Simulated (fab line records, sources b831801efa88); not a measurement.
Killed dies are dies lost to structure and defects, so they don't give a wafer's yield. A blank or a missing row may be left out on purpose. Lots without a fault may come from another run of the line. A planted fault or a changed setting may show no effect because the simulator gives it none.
Which tool did it? | flow sfq_line | 15 lots, 45 wafers sampled, at 3 steps of a route of 325

WHAT THE GAUGES READ, wafer by wafer
The record holds no reading of a measuring or inspecting step that can be judged against a usual standard deviation.

WHICH TOOL RAN EACH LOT (tool, then ch and the chambers of the sampled wafers, then the start)
lot  | SFQ_TRILAYER_JJ_CE_BARC_OPEN_RIE_150 | SFQ_TRILAYER_JJ_CE_ETCH_RIE_118   | SFQ_TRILAYER_M5_LITHO_EXPOSE_124
L476 | rie_metal-03 ch 0, day 52 14:21      | rie_metal-03 ch 0, day 52 14:32   | krf_scanner-01 ch 0, day 57 14:01
L477 | rie_metal-02 ch 0,1, day 53 02:43    | rie_metal-02 ch 0,1, day 53 02:49 | krf_scanner-01 ch 0, day 58 02:01
L478 | rie_metal-01 ch 0,1, day 53 06:19    | rie_metal-01 ch 0,1, day 53 06:25 | krf_scanner-01 ch 0, day 58 04:13
L480 | rie_metal-02 ch 0,1, day 53 12:19    | rie_metal-02 ch 0,1, day 53 12:25 | krf_scanner-01 ch 0, day 58 10:13
L482 | rie_metal-01 ch 0,1, day 56 15:41    | rie_metal-01 ch 0,1, day 56 15:46 | krf_scanner-01 ch 0, day 61 17:25
L483 | rie_metal-02 ch 0,1, day 57 00:05    | rie_metal-02 ch 0,1, day 57 00:10 | krf_scanner-02, day 61 23:33
L484 | rie_metal-03 ch 0,1, day 57 14:10    | rie_metal-03 ch 0,1, day 57 14:15 | krf_scanner-02, day 62 03:09
L485 | rie_metal-01 ch 0,1, day 58 00:59    | rie_metal-01 ch 0,1, day 58 01:05 | krf_scanner-02, day 62 13:21
L488 | rie_metal-02 ch 1, day 58 14:10      | rie_metal-02 ch 1, day 58 14:20   | krf_scanner-01 ch 0, day 63 03:16
L489 | rie_metal-03 ch 0,1, day 58 16:34    | rie_metal-03 ch 0,1, day 58 16:39 | krf_scanner-01 ch 0, day 63 09:04
L492 | rie_metal-03 ch 0,1, day 59 05:46    | rie_metal-03 ch 0,1, day 59 05:51 | krf_scanner-01 ch 0, day 64 02:04
L493 | rie_metal-03 ch 0,1, day 59 14:10    | rie_metal-03 ch 0,1, day 59 14:15 | krf_scanner-02 ch 0, day 64 10:36
L497 | rie_metal-03 ch 0,1, day 61 06:59    | rie_metal-03 ch 0,1, day 61 07:05 | krf_scanner-02 ch 0, day 65 16:48
L498 | rie_metal-01 ch 0,1, day 61 09:22    | rie_metal-01 ch 0,1, day 61 09:27 | krf_scanner-02 ch 0, day 65 21:12
L499 | rie_metal-01 ch 0,1, day 61 11:47    | rie_metal-01 ch 0,1, day 61 11:53 | krf_scanner-02 ch 0, day 65 23:00
- SFQ_TRILAYER_JJ_CE_BARC_OPEN_RIE_150: chemistry O2, target BARC, target depth 240 nm, time 80 s.
- SFQ_TRILAYER_JJ_CE_ETCH_RIE_118: chemistry SF6, target Nb, stops on Al2O3, time 97.7 s, target depth 170 nm.
- SFQ_TRILAYER_M5_LITHO_EXPOSE_124: exposes mask M5, target cd 700 nm.

WHAT THE TOOLS THEMSELVES READ (means of the sampled wafers that have a number; where no wafer has one, the mark that the record gives instead)
SFQ_TRILAYER_JJ_CE_BARC_OPEN_RIE_150. Usual: bias_w 80.05 W, standard deviation 0.27; chamber_pressure_mTorr 10.001 mTorr, standard deviation 0.0084; drypump_motor_current_A 5.7 A, standard deviation 0.48; he_backside_leak_sccm 3.6 sccm, standard deviation 0.32; oes_product_au 0.538 a.u., standard deviation 0.0047; rf_fwd_power_W 595.6 W, standard deviation 1.9.
lot  | tool         | bias_w (W) | chamber_pressure_mTorr (mTorr) | drypump_motor_current_A (A) | he_backside_leak_sccm (sccm) | oes_product_au (a.u.) | rf_fwd_power_W (W) | flag
L476 | rie_metal-03 | 79.96      | 10.002                         | 5.9                         | 3.6                          | 0.536                 | 596.6              |
L477 | rie_metal-02 | 80.17      | 10.010                         | 6.4                         | 3.3                          | 0.539                 | 593.7              |
L478 | rie_metal-01 | 80.04      | 9.996                          | 5.4                         | 3.4                          | 0.538                 | 595.6              |
L480 | rie_metal-02 | 80.28      | 10.008                         | 6.4                         | 3.6                          | 0.535                 | 593.2              |
L482 | rie_metal-01 | 80.32      | 10.002                         | 5.6                         | 3.5                          | 0.539                 | 598.1              |
L483 | rie_metal-02 | -          | -                              | -                           | -                            | -                     | -                  | OFF
L484 | rie_metal-03 | -          | -                              | -                           | -                            | -                     | -                  | OFF
L485 | rie_metal-01 | -          | -                              | -                           | -                            | -                     | -                  | OFF
L488 | rie_metal-02 | 80.06      | 10.006                         | 5.9                         | 3.6                          | 0.536                 | 594.5              |
L489 | rie_metal-03 | 79.97      | 10.005                         | 5.7                         | 3.7                          | 0.538                 | 597.3              |
L492 | rie_metal-03 | 80.01      | 10.005                         | 5.3                         | 3.9                          | 0.533                 | 596.0              |
L493 | rie_metal-03 | 79.89      | 10.001                         | 5.6                         | 4.5                          | 0.536                 | 596.8              |
L497 | rie_metal-03 | 79.86      | 10.006                         | 5.7                         | 3.4                          | 0.539                 | 596.5              |
L498 | rie_metal-01 | 79.88      | 10.006                         | 5.4                         | 3.4                          | 0.539                 | 595.1              |
L499 | rie_metal-01 | 79.91      | 9.999                          | 5.6                         | 3.4                          | 0.541                 | 595.0              |

SFQ_TRILAYER_JJ_CE_ETCH_RIE_118. Usual: bias_w 80.02 W, standard deviation 0.23; chamber_pressure_mTorr 10.000 mTorr, standard deviation 0.011; drypump_motor_current_A 5.7 A, standard deviation 0.48; he_backside_leak_sccm 3.6 sccm, standard deviation 0.32; oes_product_au 0.986 a.u., standard deviation 0.0067; rf_fwd_power_W 596.6 W, standard deviation 1.9.
lot  | tool         | bias_w (W) | chamber_pressure_mTorr (mTorr) | drypump_motor_current_A (A) | he_backside_leak_sccm (sccm) | oes_product_au (a.u.) | rf_fwd_power_W (W) | flag
L476 | rie_metal-03 | 80.05      | 9.999                          | 6.0                         | 3.3                          | 0.988                 | 597.0              |
L477 | rie_metal-02 | 80.15      | 9.996                          | 6.4                         | 3.5                          | 0.986                 | 596.2              |
L478 | rie_metal-01 | 80.09      | 10.002                         | 5.4                         | 3.3                          | 0.996                 | 597.8              |
L480 | rie_metal-02 | 80.00      | 10.006                         | 6.4                         | 3.4                          | 0.978                 | 597.1              |
L482 | rie_metal-01 | 80.01      | 10.009                         | 5.5                         | 3.6                          | 0.997                 | 596.7              |
L483 | rie_metal-02 | 80.12      | 9.997                          | 6.1                         | 3.4                          | 0.377                 | 599.6              | OFF
L484 | rie_metal-03 | 80.13      | 10.001                         | 5.7                         | 3.5                          | 0.376                 | 596.5              | OFF
L485 | rie_metal-01 | 79.83      | 9.995                          | 5.5                         | 3.4                          | 0.377                 | 598.9              | OFF
L488 | rie_metal-02 | 79.74      | 9.996                          | 5.9                         | 3.6                          | 0.992                 | 597.0              |
L489 | rie_metal-03 | 80.06      | 9.989                          | 5.6                         | 3.7                          | 0.985                 | 595.7              |
L492 | rie_metal-03 | 79.93      | 10.004                         | 5.3                         | 3.8                          | 0.983                 | 596.7              |
L493 | rie_metal-03 | 80.01      | 9.999                          | 5.6                         | 3.8                          | 0.979                 | 594.8              |
L497 | rie_metal-03 | 80.11      | 9.996                          | 5.7                         | 3.5                          | 0.979                 | 596.1              |
L498 | rie_metal-01 | 80.03      | 9.998                          | 5.4                         | 3.5                          | 0.986                 | 597.2              |
L499 | rie_metal-01 | 80.11      | 10.003                         | 5.6                         | 3.4                          | 0.987                 | 598.4              |

SFQ_TRILAYER_M5_LITHO_EXPOSE_124. Usual: exposure_dose_mJ_cm2 14.402, standard deviation 0.015; focus_offset_nm -0.1 nm, standard deviation 0.53.
lot  | tool           | exposure_dose_mJ_cm2 | focus_offset_nm (nm) | flag
L476 | krf_scanner-01 | 14.392               | 0.4                  |
L477 | krf_scanner-01 | 14.397               | 0.0                  |
L478 | krf_scanner-01 | 14.405               | -0.1                 |
L480 | krf_scanner-01 | 14.410               | -0.6                 |
L482 | krf_scanner-01 | 14.399               | -0.9                 |
L483 | krf_scanner-02 | -                    | -                    | OFF
L484 | krf_scanner-02 | -                    | -                    | OFF
L485 | krf_scanner-02 | -                    | -                    | OFF
L488 | krf_scanner-01 | 14.400               | 0.5                  |
L489 | krf_scanner-01 | 14.407               | 0.6                  |
L492 | krf_scanner-01 | 14.415               | 0.2                  |
L493 | krf_scanner-02 | 14.404               | -0.1                 |
L497 | krf_scanner-02 | 14.397               | -0.1                 |
L498 | krf_scanner-02 | 14.383               | -0.2                 |
L499 | krf_scanner-02 | 14.386               | -0.2                 |

THE ANSWER, worked out from the rows above alone
Rule: a lot is off if the mean of its wafers that have a number lies more than 3 standard deviations from the usual mean. A lot without any number at a reading at which 4 lots or more have one is off too. The other lots that the step has rows for count as sound. The gauges are gone through in route order, then the tools' own readings, and for those a lot's mean is taken as printed above. The first step at which some lot is off is used, and at that step the reading that is off furthest; a lot without a number counts as furthest.
Off: L483, L484, L485, at SFQ_TRILAYER_JJ_CE_BARC_OPEN_RIE_150 (bias_w). Without a number there: L483, L484, L485.
A tool fits if, at that step or a process step before it, it ran every lot that is off, and no sound lot after the first of them. None of those tried fits.

WHAT THE SIMULATOR HAD PUT IN
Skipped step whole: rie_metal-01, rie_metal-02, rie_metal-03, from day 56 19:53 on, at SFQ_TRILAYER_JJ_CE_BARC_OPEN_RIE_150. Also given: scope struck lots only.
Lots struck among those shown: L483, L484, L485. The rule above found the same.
